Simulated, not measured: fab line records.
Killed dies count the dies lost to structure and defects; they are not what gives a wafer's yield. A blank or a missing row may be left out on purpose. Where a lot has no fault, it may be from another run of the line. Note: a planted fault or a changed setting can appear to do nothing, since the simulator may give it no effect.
fab line records -- flow sky130
record: lots: 6, wafers: 18, lastDay: 49
route steps=708 shown CAP2M@605 PAD_OPEN@708
lots with no fault: from the same line, run without faults
startH: start of the lot's first displayed wafer, in hours after the record's first day -- waitH: time in hours since the lot's previous step -- " the same as in the row above -- L1.1+2: one row covering several wafers at once -- - no value present, or no start provided -- * or withheld: withheld -- < > ~ a bound
route shown NAME@n: names a module that has steps shown in the file, with the first one's number in the route -- usual: mean/standard deviation taken from wafers without a fault -- same: alike in all rows -- chamber/n: place in a boat -- sites: per-site readings -- _std_site: standard deviation of those values -- _edge_site: outer sites' mean less inner sites' -- radiusMm: for every site, how far away it sits from the centre of the wafer -- mask NAME#n: copy n -- behind: the last tool/chamber to shape the wafer -- hold: the reason the lot was held/the length of the hold in hours/how it ended -- device: transistor that didn't switch, given as n, p or np -- end of line: tests run on the same wafers once the route is complete -- step lacking rows: just its recipe -- killed: dies lost to structure and defects at the first sort, not the wafer's yield -- map: shows each die of a wafer: x if killed, . if not, _ if none is there
set.NAME: setting as actually run; set.NAME@STEP: the setting as run at that earlier step -- model.NAME: the simulator's own value behind a step, which no gauge read
lots at selected steps of the route; one table per step, one row per wafer
services: from which hour (startH, from the record's first day; less than 0 if before it) a tool's chamber was out of use, for how many hours, and why
== steps ==
step: SKY_CAP2M_SPUTTER_02
recipe: material: TiN, targetThkNm: 200, tempC: 300, powerW: 6500, timeS: 166.7, chamberPressurePa: 0.4
usual: chamberPressurePa: 0.3999/0.00087, throttleValvePct: 30.2/0.91
lot.wafer,tool,chamber,startH,waitH,chamberPressurePa,throttleValvePct
L366.4,pvdSputter-03,-,929.61,0.0,0.4001,30.0
L366.5,pvdSputter-03,-,929.61,0.0,0.3993,31.5
L366.6,pvdSputter-03,-,929.61,0.0,0.4004,29.8
L368.2,pvdSputter-02,-,946.08,0.0,0.3980,31.0
L368.5,pvdSputter-02,-,946.08,0.0,0.3991,31.2
L368.6,pvdSputter-02,-,946.08,0.0,0.3996,29.9
L369.3,pvdSputter-02,-,955.84,0.0,0.3996,30.1
L369.4,pvdSputter-02,-,955.84,0.0,0.4004,30.0
L369.6,pvdSputter-02,-,955.84,0.0,0.3999,31.1
L372.3,pvdSputter-02,-,980.76,0.0,0.3991,29.8
L372.4,pvdSputter-02,-,980.76,0.0,0.4003,30.8
L372.6,pvdSputter-02,-,980.76,0.0,0.3991,29.9
L380.1,pvdSputter-04,-,1034.98,0.1,0.4013,31.6
L380.2,pvdSputter-04,-,1034.98,0.1,0.4001,30.7
L380.3,pvdSputter-04,-,1034.98,0.1,0.4006,28.3
L384.2,pvdSputter-02,-,1060.63,0.0,0.3999,30.1
L384.5,pvdSputter-02,-,1060.63,0.0,0.3998,30.6
L384.6,pvdSputter-02,-,1060.63,0.0,0.4020,30.0
step: SKY_CAP2M_RS_MEAS_03
recipe: thkMeasGauge: four-point-probe, reads: TiN_of_CAP2M_SPUTTER_02
usual: CAP2M_TIN_RS: 6.93/0.077
lot.wafer,tool,chamber,startH,waitH,CAP2M_TIN_RS[ohm/sq]
L366.4,filmMetro-04,-,929.78,0.1,6.93
L366.5,filmMetro-04,-,929.78,0.1,6.90
L366.6,filmMetro-04,-,929.78,0.1,6.89
L368.2,filmMetro-02,-,946.21,0.1,7.13
L368.5,filmMetro-02,-,946.21,0.1,6.97
L368.6,filmMetro-02,-,946.21,0.1,7.05
L369.3,filmMetro-03,-,955.99,0.1,6.92
L369.4,filmMetro-03,-,955.99,0.1,6.86
L369.6,filmMetro-03,-,955.99,0.1,6.90
L372.3,filmMetro-02,-,980.90,0.1,6.92
L372.4,filmMetro-02,-,980.90,0.1,6.99
L372.6,filmMetro-02,-,980.90,0.1,6.84
L380.1,filmMetro-03,-,1035.09,0.1,6.83
L380.2,filmMetro-03,-,1035.09,0.1,6.93
L380.3,filmMetro-03,-,1035.09,0.1,6.88
L384.2,filmMetro-02,-,1060.76,0.1,6.96
L384.5,filmMetro-02,-,1060.76,0.1,6.99
L384.6,filmMetro-02,-,1060.76,0.1,6.93
step: SKY_CAP2M_THK_MEAS_04
recipe: thkMeasGauge: xrf, reads: TiN_of_CAP2M_SPUTTER_02
usual: CAP2M_TIN_THK: 198.5/2.2
lot.wafer,tool,chamber,startH,waitH,CAP2M_TIN_THK[nm]
L366.4,filmMetro-04,-,929.87,0.1,199.6
L366.5,filmMetro-04,-,929.87,0.1,199.9
L366.6,filmMetro-04,-,929.87,0.1,200.4
L368.2,filmMetro-02,-,946.32,0.1,193.4
L368.5,filmMetro-02,-,946.32,0.1,197.8
L368.6,filmMetro-02,-,946.32,0.1,195.7
L369.3,filmMetro-03,-,956.09,0.1,197.2
L369.4,filmMetro-03,-,956.09,0.1,200.2
L369.6,filmMetro-03,-,956.09,0.1,198.3
L372.3,filmMetro-02,-,981.00,0.1,199.0
L372.4,filmMetro-02,-,981.00,0.1,196.5
L372.6,filmMetro-02,-,981.00,0.1,202.4
L380.1,filmMetro-03,-,1035.21,0.1,199.4
L380.2,filmMetro-03,-,1035.21,0.1,196.6
L380.3,filmMetro-03,-,1035.21,0.1,198.4
L384.2,filmMetro-02,-,1060.87,0.1,197.8
L384.5,filmMetro-02,-,1060.87,0.1,197.2
L384.6,filmMetro-02,-,1060.87,0.1,198.2
step: SKY_CAP2M_DEHYDRATE_05
recipe: tempC: 200, timeS: 60
step: SKY_CAP2M_HMDS_06
recipe: primeTimeS: 60, primeTempC: 120
step: SKY_CAP2M_COAT_07
recipe: resist: NOVOLAK, spinRpm: 3000, resistThkNm: 1140
step: SKY_CAP2M_SOFTBAKE_08
recipe: tempC: 90, timeS: 60, resist: NOVOLAK
step: SKY_CAP2M_EXPOSE_09
recipe: maskId: CAP2M, na: 0.6, sourceShape: conventional, sigmaOuter: 0.6, polarization: unpolarized, targetCdNm: 1000, doseMj: 159
step: SKY_CAP2M_PEB_10
recipe: tempC: withheld, timeS: *, resist: NOVOLAK
step: SKY_CAP2M_DEVELOP_11
recipe: resist: NOVOLAK, developer: TMAH, developTimeS: 60, devTempC: 23
step: SKY_CAP2M_OVL_MEAS_12
usual: CAP2M_OVL: -0.8/1.5
lot.wafer,tool,chamber,startH,waitH,CAP2M_OVL[nm]
L366.4,overlay-01,-,953.98,0.1,-0.3
L366.5,overlay-01,-,953.98,0.1,0.0
L366.6,overlay-01,-,953.98,0.1,-0.9
L368.2,overlay-01,-,970.17,0.1,-0.6
L368.5,overlay-01,-,970.17,0.1,0.3
L368.6,overlay-01,-,970.17,0.1,0.7
L369.3,overlay-01,-,979.58,0.1,2.0
L369.4,overlay-01,-,979.58,0.1,0.5
L369.6,overlay-01,-,979.58,0.1,-2.0
L372.3,overlay-01,-,1004.22,0.1,1.9
L372.4,overlay-01,-,1004.22,0.1,1.1
L372.6,overlay-01,-,1004.22,0.1,0.1
L380.1,overlay-01,-,1056.01,0.1,-3.0
L380.2,overlay-01,-,1056.01,0.1,-0.9
L380.3,overlay-01,-,1056.01,0.1,-1.1
L384.2,overlay-01,-,1081.42,0.1,-2.5
L384.5,overlay-01,-,1081.42,0.1,-4.6
L384.6,overlay-01,-,1081.42,0.1,-3.2
step: SKY_CAP2M_METAL_ETCH_13
recipe: targetDepthNm: 220, stopOn: SiO2, chemistry: Cl2/BCl3, target: TiN, pressureMtorr: 10, icpW: 900, biasW: 48.5, Cl2_flow_sccm: 60, bcl3FlowSccm: 30, timeS: 62.9
usual: drypumpMotorCurrentA: 5.7/0.55, oesProductAu: 0.939/0.0082, throttleValvePct: 21.903/0.01
lot.wafer,tool,chamber,startH,waitH,drypumpMotorCurrentA,oesProductAu,rfHoursCounterH,throttleValvePct
L366.4,rieMetal-01,0,954.02,0.0,5.1,0.946,-,21.916
L366.5,rieMetal-01,1,954.02,0.0,6.0,0.948,-,21.917
L366.6,rieMetal-01,0,954.02,0.0,5.1,0.937,-,21.900
L368.2,rieMetal-04,1,970.23,0.0,5.1,0.926,-,21.913
L368.5,rieMetal-04,1,970.23,0.0,5.1,0.940,-,21.908
L368.6,rieMetal-04,1,970.23,0.0,5.1,0.932,-,21.929
L369.3,rieMetal-04,1,979.65,0.1,5.1,0.944,-,21.891
L369.4,rieMetal-04,1,979.65,0.1,5.1,0.942,-,21.881
L369.6,rieMetal-04,1,979.65,0.1,5.1,0.939,-,21.910
L372.3,rieMetal-02,0,1004.27,0.0,6.6,0.942,-,21.885
L372.4,rieMetal-02,1,1004.27,0.0,6.0,0.931,-,21.903
L372.6,rieMetal-02,0,1004.27,0.0,6.5,0.944,-,21.899
L380.1,rieMetal-02,1,1056.05,0.0,6.0,0.949,12,21.905
L380.2,rieMetal-02,0,1056.05,0.0,6.5,0.943,4,21.896
L380.3,rieMetal-02,1,1056.05,0.0,6.0,0.948,-,21.897
L384.2,rieMetal-04,1,1081.45,0.0,5.1,0.942,26,21.908
L384.5,rieMetal-04,1,1081.45,0.0,5.1,0.933,-,21.912
L384.6,rieMetal-04,0,1081.45,0.0,5.9,0.928,-,21.910
step: SKY_CAP2M_STRIP_14
recipe: chemistry: O2/N2, powerW: 1400, pressureMtorr: 1500, platenTempC: withheld, o2FlowSccm: 3000, n2FlowSccm: 300, overashFraction: 0.5
usual: drypumpMotorCurrentA: 5.5/0.39, n2FlowSccm: 300.1/0.97, o2FlowSccm: 3001/8.5, oesProductAu: 0.710/0.0048, stripTimeToEndpointS: 12.67/0.056
lot.wafer,tool,chamber,startH,waitH,drypumpMotorCurrentA,n2FlowSccm,o2FlowSccm,oesProductAu,rfHoursCounterH,stripTimeToEndpointS
L366.4,plasmaAsher-01,1,954.11,0.1,6.0,301.4,2995,0.712,-,12.65
L366.5,plasmaAsher-01,1,954.11,0.1,6.0,301.3,3001,0.702,-,12.65
L366.6,plasmaAsher-01,0,954.11,0.1,5.4,300.8,2991,0.707,-,12.65
L368.2,plasmaAsher-01,0,970.35,0.1,5.4,300.3,2395,0.708,22,12.81
L368.5,plasmaAsher-01,0,970.35,0.1,5.4,301.4,2413,0.700,-,12.80
L368.6,plasmaAsher-01,1,970.35,0.1,6.0,298.9,2394,0.707,-,12.86
L369.3,plasmaAsher-01,0,979.79,0.1,5.4,298.4,2395,0.703,-,12.85
L369.4,plasmaAsher-01,1,979.79,0.1,6.0,300.6,2417,0.706,-,12.84
L369.6,plasmaAsher-01,1,979.79,0.1,6.0,299.1,2415,0.708,-,12.82
L372.3,plasmaAsher-02,1,1004.36,0.1,5.8,302.2,3008,0.713,-,12.73
L372.4,plasmaAsher-02,0,1004.36,0.1,5.5,301.1,2994,0.711,-,12.68
L372.6,plasmaAsher-02,1,1004.36,0.1,5.7,301.8,2998,0.713,-,12.73
L380.1,plasmaAsher-04,0,1056.13,0.1,5.2,299.0,3011,0.711,93,12.67
L380.2,plasmaAsher-04,1,1056.13,0.1,4.7,300.6,3008,0.711,93,12.71
L380.3,plasmaAsher-04,1,1056.13,0.1,4.7,300.6,3013,0.710,-,12.69
L384.2,plasmaAsher-01,1,1081.52,0.1,6.0,300.4,2994,0.707,34,12.71
L384.5,plasmaAsher-01,1,1081.52,0.1,6.0,300.1,3001,0.712,-,12.75
L384.6,plasmaAsher-01,0,1081.52,0.1,5.4,301.2,2995,0.702,-,12.68
step: SKY_CAP2M_STRIP_15
recipe: chemistry: postEtchResidueRemover, timeS: 1200, tempC: 72.5
step: SKY_PAD_OPEN_PROBE_99
usual: defectLimitedYield: 82.5/1.8, killed_at_M0_to_M3: 42/6.6, killed_at_M4_up: 3.0/1.8, killedAtContacts: 25/5.1, killedAtFrontEnd: 15/4.4, killedAtOther: 0.3/0.56, killedDies: 86/8.6, killedOpen: 47/6.9, killedShort: 38/6, sort_bin_3_pad_short: 0.8/0.42, sort_bin_5_function: 10.6/1.5, sort_bin_6_memory: 6.1/1.1, sortNPass: 406/8.6, sortYieldPct: 82.5/1.8
same: grossDies: 492, killedAtBackSide: 0, sort_bin_4_leakage[%]: 0, sort_bin_8_speed[%]: 0
lot.wafer,tool,chamber,startH,waitH,defectLimitedYield[%],killed_at_M0_to_M3,killed_at_M4_up,killedAtContacts,killedAtFrontEnd,killedAtOther,killedDies,killedOpen,killedShort,sort_bin_3_pad_short[%],sort_bin_5_function[%],sort_bin_6_memory[%],sortNPass,sortYieldPct[%]
L380.1,prober-02,-,1161.88,0.1,80.7,46,3,19,27,0,95,51,44,0.8,13.2,5.3,397,80.7
L380.2,prober-02,-,1161.93,0.1,85.4,32,1,16,23,0,72,40,32,0.8,10.0,3.9,420,85.4
L380.3,prober-02,-,1161.98,0.2,80.7,45,4,22,24,0,95,55,40,1.2,11.2,6.9,397,80.7
killed by level:class
L380.1 VIA1:geometricParticle:open=10 VIA2:geometricParticle:open=9 CONTACT:geometricParticle:open=8 FIELD_ISO:geometricParticle:short=7 VIA3:geometricParticle:open=7 POLY_GATE:geometricParticle:short=6 FIELD_ISO:geometricParticle:open=5 LI_CONTACT:geometricParticle:open=4
L380.2 FIELD_ISO:geometricParticle:open=7 VIA1:geometricParticle:open=7 POLY_GATE:geometricParticle:open=6 FIELD_ISO:geometricParticle:short=4 LI_CONTACT:geometricParticle:open=4 METAL3:geometricParticle:short=4 CONTACT:geometricParticle:open=4 VIA1:geometricParticle:short=4
L380.3 VIA1:geometricParticle:open=17 CONTACT:geometricParticle:open=11 POLY_GATE:geometricParticle:short=8 LI_CONTACT:geometricParticle:open=8 FIELD_ISO:geometricParticle:short=6 METAL2:geometricParticle:short=6 VIA3:geometricParticle:short=5 FIELD_ISO:geometricParticle:open=4
== services ==
tool,chamber,startH,hours,kind
pvdSputter-02,-,906.10,0.5,repair
rieMetal-01,0,912.01,19.8,repair
plasmaAsher-01,-,915.56,1.0,repair
pvdSputter-03,-,916.19,1.5,repair
rieMetal-04,0,957.42,42.1,repair
rieMetal-01,-,974.02,67.0,repair
rieMetal-02,0,975.54,-,clean
rieMetal-02,0,975.54,25.9,scheduledDown
rieMetal-02,0,975.54,25.9,ventCycle
rieMetal-04,1,989.51,25.2,repair
pvdSputter-04,-,991.57,2.5,repair
rieMetal-04,0,1035.71,12.6,repair
rieMetal-01,-,1041.07,1.4,pm
plasmaAsher-01,-,1041.87,2.8,pm
== key ==
firstSign: step: SKY_CAP2M_STRIP_14, reading: o2FlowSccm, direction: down, sigmas: 70, usual: 3001, struck: 2405
effect: step: SKY_CAP2M_STRIP_14, reading: stripTimeToEndpointS, direction: up, sigmas: 2.9, usual: *, struck: *
metAt SKY_CAP2M_STRIP_14
struckWafers L368.2,L368.5,L368.6,L369.3,L369.4,L369.6
onsetBetween 954.11 970.35
fault: kind: processParameterDrift, tool: plasmaAsher-01, chamber: -, onsetH: 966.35, steps: SKY_CAP2M_STRIP_14, channel: o2FlowSccm, offset: -600, shape: step, endH: 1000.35, actsIn: theseRecipesOnly, stated: 3000
